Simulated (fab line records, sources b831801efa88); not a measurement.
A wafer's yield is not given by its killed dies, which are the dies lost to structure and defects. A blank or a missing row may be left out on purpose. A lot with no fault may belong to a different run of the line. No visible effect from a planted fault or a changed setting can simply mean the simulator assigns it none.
Which tool is to blame?    flow gf180mcu    24 lots with 72 wafers sampled at 6 steps, on a route of 602 steps

## WHAT THE GAUGES SHOWED, per wafer
GF_POLY_GATE_CD_MEAS_18. Usual: cd_nm 280.1 nm, standard deviation 1.8.
lot   measured      on         cd_nm (nm)         flag
L074  day 9 13:28   cd_sem-02  279.9 278.4 281.5  
L075  day 9 21:54   cd_sem-02  278.3 278.9 280.4  
L076  day 10 00:20  cd_sem-02  282.2 284.1 282.7  
L077  day 10 10:19  cd_sem-01  279.4 279.6 280.0  
L078  day 10 14:28  cd_sem-01  279.6 277.6 279.0  
L079  day 10 22:37  cd_sem-02  279.0 276.0 277.1  
L080  day 11 01:42  cd_sem-01  281.4 281.0 281.8  
L081  day 11 05:44  cd_sem-01  278.2 279.6 280.5  
L082  day 11 19:08  cd_sem-02  282.0 280.9 282.0  
L083  day 12 00:43  cd_sem-02  281.1 283.7 281.2  
L084  day 12 03:57  cd_sem-02  280.5 279.1 277.2  
L085  day 12 13:59  cd_sem-02  277.2 278.5 279.0  
L086  day 12 19:26  cd_sem-02  279.3 283.2 282.1  
L087  day 13 04:24  cd_sem-01  282.5 282.6 280.9  
L088  day 13 10:21  cd_sem-02  282.8 280.1 281.7  
L089  day 13 15:59  cd_sem-02  282.4 281.8 279.6  
L090  day 13 23:18  cd_sem-01  279.1 277.8 280.9  
L091  day 14 06:41  cd_sem-01  278.5 278.8 279.2  
L092  day 14 14:16  cd_sem-02  277.3 280.6 277.1  
L093  day 15 01:49  cd_sem-01  280.5 276.9 279.0  
L094  day 15 04:43  cd_sem-02  280.4 279.6 280.3  
L095  day 15 11:47  cd_sem-02  278.0 280.6 280.8  
L096  day 15 19:11  cd_sem-01  277.6 280.1 280.3  
L097  day 16 03:38  cd_sem-02  280.3 277.8 280.3  

GF_V3_OVL_MEAS_15. Usual: V3_OVL typically reads -4 nm, with standard deviation 5.3.
lot   measured      on          V3_OVL (nm)  flag
L074  day 22 18:09  overlay-01  -10 -13 -12  
L075  day 23 05:43  overlay-02  -7 -3 1      
L076  day 23 10:11  overlay-01  -10 -1 -7    
L077  day 23 20:05  overlay-02  1 -10 -1     
L078  day 24 01:39  overlay-01  -4 -6 -8     
L079  day 24 11:38  overlay-01  -7 -4 -10    
L080  day 24 17:13  overlay-01  2 4 2        
L081  day 24 21:06  overlay-02  -8 -9 -5     
L082  day 25 12:00  overlay-02  -7 -5 -8     
L083  day 25 17:32  overlay-02  0 -6 -6      
L084  day 25 21:56  overlay-02  -11 -5 -6    
L085  day 26 09:26  overlay-01  -4 -6 -7     
L086  day 26 13:17  overlay-02  -4 -2 -12    
L087  day 27 00:41  overlay-02  -7 0 1       
L088  day 27 07:13  overlay-02  -17 -16 -11  
L089  day 27 10:15  overlay-02  -2 2 3       
L090  day 27 17:58  overlay-01  -9 -10 -13   
L091  day 28 02:53  overlay-02  3 -4 4       
L092  day 28 06:43  overlay-01  0 -3 -1      
L093  day 28 18:19  overlay-01  -2 -2 -5     
L094  day 28 22:16  overlay-01  7 2 5        
L095  day 29 03:50  overlay-01  -10 -8 -4    
L096  day 29 10:52  overlay-02  -1 -3 4      
L097  day 29 17:55  overlay-01  4 0 4        

GF_TOP_METAL_RS_MEAS_05: a four-point-probe measurement. Usual: TOP_METAL_ALCU_RS typically reads 0.0329 ohm/sq, with standard deviation 0.00034.
lot   measured      on             TOP_METAL_ALCU_RS (ohm/sq)  flag
L074  day 27 14:54  film_metro-03  0.0329 0.0329 0.0327        
L075  day 28 00:46  film_metro-03  0.0322 0.0328 0.0327        
L076  day 28 04:07  film_metro-01  0.0331 0.0334 0.0331        
L077  day 28 12:44  film_metro-03  0.0327 0.0325 0.0328        
L078  day 28 17:28  film_metro-02  0.0325 0.0330 0.0328        
L079  day 29 01:58  film_metro-01  0.0326 0.0325 0.0326        
L080  day 29 07:23  film_metro-03  0.0333 0.0329 0.0329        
L081  day 29 12:27  film_metro-02  0.0328 0.0328 0.0328        
L082  day 29 23:06  film_metro-01  0.0328 0.0324 0.0335        
L083  day 30 05:17  film_metro-03  0.0334 0.0328 0.0327        
L084  day 30 10:38  film_metro-02  0.0332 0.0329 0.0325        
L085  day 30 19:36  film_metro-01  0.0330 0.0331 0.0328        
L086  day 30 22:45  film_metro-03  0.0325 0.0329 0.0333        
L087  day 31 10:01  film_metro-03  0.0334 0.0330 0.0336        
L088  day 31 14:55  film_metro-02  0.0330 0.0334 0.0338        
L089  day 31 17:19  film_metro-01  0.0329 0.0330 0.0328        
L090  day 31 23:28  film_metro-01  0.0333 0.0326 0.0329        
L091  day 32 07:34  film_metro-01  0.0328 0.0331 0.0329        
L092  day 32 09:08  film_metro-03  0.0328 0.0331 0.0329        
L093  day 32 21:01  film_metro-02  0.0325 0.0330 0.0330        
L094  day 32 22:50  film_metro-03  0.0327 0.0330 0.0327        
L095  day 33 04:18  film_metro-02  0.0329 0.0329 0.0326        
L096  day 33 09:25  film_metro-01  0.0326 0.0326 0.0325        
L097  day 33 15:01  film_metro-02  0.0331 0.0333 0.0336        

## EACH LOT AND THE TOOL THAT RAN IT (in order: tool; ch and the chambers of the sampled wafers; start)
lot   GF_M2_SPUTTER_02              GF_M2_METAL_ETCH_16                GF_V3_CMP_26
L074  pvd_sputter-04, day 18 13:32  rie_metal-02 ch 0,1, day 19 13:55  cmp-02 ch 1,2,3, day 22 19:14
L075  pvd_sputter-04, day 19 00:43  rie_metal-03 ch 0,1, day 20 02:07  cmp-01 ch 0,1,3, day 23 06:53
L076  pvd_sputter-04, day 19 04:11  rie_metal-03 ch 0,1, day 20 05:14  cmp-02 ch 0,3, day 23 11:19
L077  pvd_sputter-04, day 19 16:49  rie_metal-03 ch 0,1, day 20 17:08  cmp-01 ch 0,3, day 23 21:13
L078  pvd_sputter-04, day 19 22:24  rie_metal-03 ch 0,1, day 20 22:22  cmp-02 ch 2,3, day 24 02:46
L079  pvd_sputter-04, day 20 08:37  rie_metal-01 ch 0,1, day 21 09:05  cmp-01 ch 0,2,3, day 24 12:52
L080  pvd_sputter-01, day 20 15:33  rie_metal-01 ch 0,1, day 21 15:51  cmp-02 ch 1,2,3, day 24 18:18
L081  pvd_sputter-04, day 20 21:11  rie_metal-01 ch 0,1, day 21 21:28  cmp-02 ch 0,2, day 24 22:15
L082  pvd_sputter-01, day 21 12:07  rie_metal-01 ch 0,1, day 22 11:55  cmp-01 ch 0,1,2, day 25 13:10
L083  pvd_sputter-04, day 21 19:25  rie_metal-02 ch 1, day 22 18:58    cmp-02 ch 0,1,2, day 25 18:38
L084  pvd_sputter-02, day 22 00:28  rie_metal-03 ch 0,1, day 22 23:59  cmp-01 ch 1,2,3, day 25 23:05
L085  pvd_sputter-02, day 22 12:40  rie_metal-02 ch 0,1, day 23 12:25  cmp-02 ch 0,1, day 26 10:32
L086  pvd_sputter-04, day 22 16:38  rie_metal-03 ch 1, day 23 16:01    cmp-02 ch 0,3, day 26 14:28
L087  pvd_sputter-04, day 23 04:04  rie_metal-02 ch 0,1, day 24 03:10  cmp-01 ch 1,3, day 27 01:49
L088  pvd_sputter-02, day 23 12:04  rie_metal-01 ch 0,1, day 24 10:26  cmp-02 ch 0,1,3, day 27 08:23
L089  pvd_sputter-04, day 23 16:08  rie_metal-02 ch 1, day 24 14:28    cmp-02 ch 0,1, day 27 11:20
L090  pvd_sputter-01, day 24 00:51  rie_metal-02 ch 0,1, day 24 23:07  cmp-02 ch 0,2,3, day 27 19:04
L091  pvd_sputter-01, day 24 10:33  rie_metal-01 ch 0,1, day 25 08:28  cmp-02 ch 0,2,3, day 28 03:59
L092  pvd_sputter-01, day 24 15:40  rie_metal-01 ch 0,1, day 25 13:50  cmp-02 ch 0,2,3, day 28 07:56
L093  pvd_sputter-02, day 25 03:16  rie_metal-01 ch 0,1, day 26 01:04  cmp-01 ch 0,2, day 28 19:30
L094  pvd_sputter-01, day 25 07:40  rie_metal-02 ch 0,1, day 26 05:26  cmp-02 ch 0,1,3, day 28 23:29
L095  pvd_sputter-01, day 25 13:52  rie_metal-03 ch 1, day 26 10:55    cmp-02 ch 0,2, day 29 05:01
L096  pvd_sputter-01, day 25 21:08  rie_metal-02 ch 0,1, day 26 18:06  cmp-02 ch 1,2,3, day 29 11:59
L097  pvd_sputter-01, day 26 05:55  rie_metal-03 ch 0,1, day 27 02:39  cmp-01 ch 2,3, day 29 19:04
- GF_M2_SPUTTER_02: material AlCu, target thk 450 nm, time 23.9 s.
- GF_M2_METAL_ETCH_16: etches the open film in Cl2/BCl3, stops on SiO2, target depth 627.5 nm, time 104.6 s.
- GF_V3_CMP_26: polishes, stops on SiO2, t overpolish 15 s, target thk 0 nm.

## WHAT THE TOOLS THEMSELVES READ (means of the sampled wafers that have a number; where no wafer has one, the mark that the record gives instead)
GF_M2_SPUTTER_02. Usual: throttle_valve_pct 29.9 %, standard deviation 0.53.
lot   tool            throttle_valve_pct (%)  flag
L074  pvd_sputter-04  29.6                    
L075  pvd_sputter-04  30.4                    
L076  pvd_sputter-04  30.0                    
L077  pvd_sputter-04  30.5                    
L078  pvd_sputter-04  29.8                    
L079  pvd_sputter-04  30.2                    
L080  pvd_sputter-01  29.9                    
L081  pvd_sputter-04  29.5                    
L082  pvd_sputter-01  29.5                    
L083  pvd_sputter-04  30.3                    
L084  pvd_sputter-02  29.6                    
L085  pvd_sputter-02  30.1                    
L086  pvd_sputter-04  30.3                    
L087  pvd_sputter-04  30.7                    
L088  pvd_sputter-02  30.0                    
L089  pvd_sputter-04  30.4                    
L090  pvd_sputter-01  29.7                    
L091  pvd_sputter-01  29.9                    
L092  pvd_sputter-01  29.8                    
L093  pvd_sputter-02  29.9                    
L094  pvd_sputter-01  29.5                    
L095  pvd_sputter-01  29.9                    
L096  pvd_sputter-01  29.9                    
L097  pvd_sputter-01  29.7                    

GF_M2_METAL_ETCH_16. Usual: drypump_motor_current_A 5.6 A, standard deviation 0.42; oes_product_au 0.970 a.u., standard deviation 0.007; throttle_valve_pct 28.252 %, standard deviation 0.011.
lot   tool          drypump_motor_current_A (A)  oes_product_au (a.u.)  throttle_valve_pct (%)  flag
L074  rie_metal-02  5.6                          0.963                  28.263                  
L075  rie_metal-03  5.4                          0.971                  28.261                  
L076  rie_metal-03  5.5                          0.968                  28.250                  
L077  rie_metal-03  5.4                          0.971                  28.249                  
L078  rie_metal-03  5.2                          0.974                  28.253                  
L079  rie_metal-01  5.7                          0.964                  28.258                  
L080  rie_metal-01  6.0                          0.964                  28.256                  
L081  rie_metal-01  6.0                          0.972                  28.248                  
L082  rie_metal-01  5.7                          0.961                  28.258                  
L083  rie_metal-02  5.6                          0.968                  28.252                  
L084  rie_metal-03  5.2                          0.968                  28.251                  
L085  rie_metal-02  5.6                          0.969                  28.257                  
L086  rie_metal-03  4.9                          0.965                  28.262                  
L087  rie_metal-02  5.6                          0.964                  28.266                  
L088  rie_metal-01  5.6                          0.978                  28.253                  
L089  rie_metal-02  5.6                          0.969                  28.254                  
L090  rie_metal-02  5.6                          0.969                  28.257                  
L091  rie_metal-01  6.0                          0.977                  28.237                  
L092  rie_metal-01  5.7                          0.974                  28.253                  
L093  rie_metal-01  5.7                          0.982                  28.241                  
L094  rie_metal-02  5.6                          0.964                  28.244                  
L095  rie_metal-03  5.0                          0.979                  28.236                  
L096  rie_metal-02  5.6                          0.977                  28.239                  
L097  rie_metal-03  5.2                          0.975                  28.260                  

GF_V3_CMP_26. Usual: motor_current_A 11.0 A, standard deviation 0.71; overpolish_run_s 14.999 s, standard deviation 0.01; time_to_endpoint_s 86 s, standard deviation 3.6.
lot   tool    motor_current_A (A)  overpolish_run_s (s)  time_to_endpoint_s (s)  flag
L074  cmp-02  11.3                 15.001                86                      
L075  cmp-01  10.9                 14.998                83                      
L076  cmp-02  10.6                 15.006                84                      
L077  cmp-01  10.8                 15.004                83                      
L078  cmp-02  11.0                 15.005                89                      
L079  cmp-01  11.5                 14.996                85                      
L080  cmp-02  11.0                 14.989                85                      
L081  cmp-02  10.9                 14.999                87                      
L082  cmp-01  10.6                 15.007                81                      
L083  cmp-02  11.1                 15.006                86                      
L084  cmp-01  11.7                 14.998                85                      
L085  cmp-02  10.7                 15.006                86                      
L086  cmp-02  10.7                 14.987                84                      
L087  cmp-01  11.1                 14.997                85                      
L088  cmp-02  10.8                 15.006                87                      
L089  cmp-02  11.3                 14.991                86                      
L090  cmp-02  10.6                 14.990                86                      
L091  cmp-02  10.8                 15.001                86                      
L092  cmp-02  10.5                 14.991                89                      
L093  cmp-01  11.6                 14.998                86                      
L094  cmp-02  11.1                 14.997                82                      
L095  cmp-02  10.7                 15.004                89                      
L096  cmp-02  10.8                 14.999                91                      
L097  cmp-01  12.1                 14.985                84                      

## THE ANSWER, worked out from the rows above alone
Rule: a lot counts as off when the mean over its wafers that have a number is more than 3 standard deviations away from the usual mean. A lot without any number at a reading at which 4 lots or more have one is off too. All remaining lots with rows at the step are treated as sound. After the gauges, taken in route order, come the tools' own readings; for these a lot's mean is taken, as printed above. At the first step where some lot is off, the reading lying furthest off is the one used; lots without a number count as furthest.
Nothing can be told from this: no lot is off at any reading shown.

## WHAT THE SIMULATOR HAD PUT IN
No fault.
